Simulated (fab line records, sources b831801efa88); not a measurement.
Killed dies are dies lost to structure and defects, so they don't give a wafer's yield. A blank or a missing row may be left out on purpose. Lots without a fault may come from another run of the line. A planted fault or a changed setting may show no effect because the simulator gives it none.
Chamber matching | flow sfq_line | SFQ_TRILAYER_I5_BARC_OPEN_VIA_ETCH_200 on rie_diel-02: 4 sister chambers
The step etches BARC in O2, target depth 125 nm, time 41.7 s. 8 wafers are shown with their chamber, then 7 later ones without.

WAFERS WITH THEIR CHAMBER
wafer  | chamber | drypump_motor_current_A (A) | oes_product_au (a.u.)
L449.2 | 3       | 5.7                         | 0.685
L454.2 | 0       | 6.0                         | 0.685
L454.3 | 3       | 5.7                         | 0.683
L456.1 | 0       | 6.0                         | 0.683
L456.3 | 1       | 4.8                         | 0.683
L456.4 | 2       | 6.2                         | 0.680
L461.1 | 2       | 6.3                         | 0.676
L461.2 | 1       | 4.8                         | 0.688

WAFERS WITHOUT THEIR CHAMBER
wafer  | drypump_motor_current_A (A) | oes_product_au (a.u.)
L461.3 | 5.7                         | 0.690
L464.1 | 5.7                         | 0.681
L464.4 | 4.8                         | 0.687
L464.5 | 5.7                         | 0.679
L466.1 | 6.0                         | 0.684
L466.4 | 4.8                         | 0.683
L466.5 | 4.8                         | 0.678

WHICH CHAMBER EACH WENT THROUGH
wafer  | from the rows above | in truth
L461.3 | 3                   | 3
L464.1 | 3                   | 3
L464.4 | 1                   | 1
L464.5 | 3                   | 3
L466.1 | 0                   | 0
L466.4 | 1                   | 1
L466.5 | 1                   | 1
Placed correctly: 7 of 7. Can't be placed from these rows: 0. Placed wrongly: 0.
How it was worked out, from the rows above alone: a wafer's distance from a chamber is the root of the sum, over the readings, of the square of ((its reading less the chamber's mean) divided by the reading's scatter). The wafer belongs to the nearest chamber; if the next one is less than 2 further off, it can't be placed. A chamber's mean is the mean of its shown wafers. The scatter: the root of (the sum of the squares of (reading less its chamber's mean) over the shown wafers, divided by (wafers less chambers)).
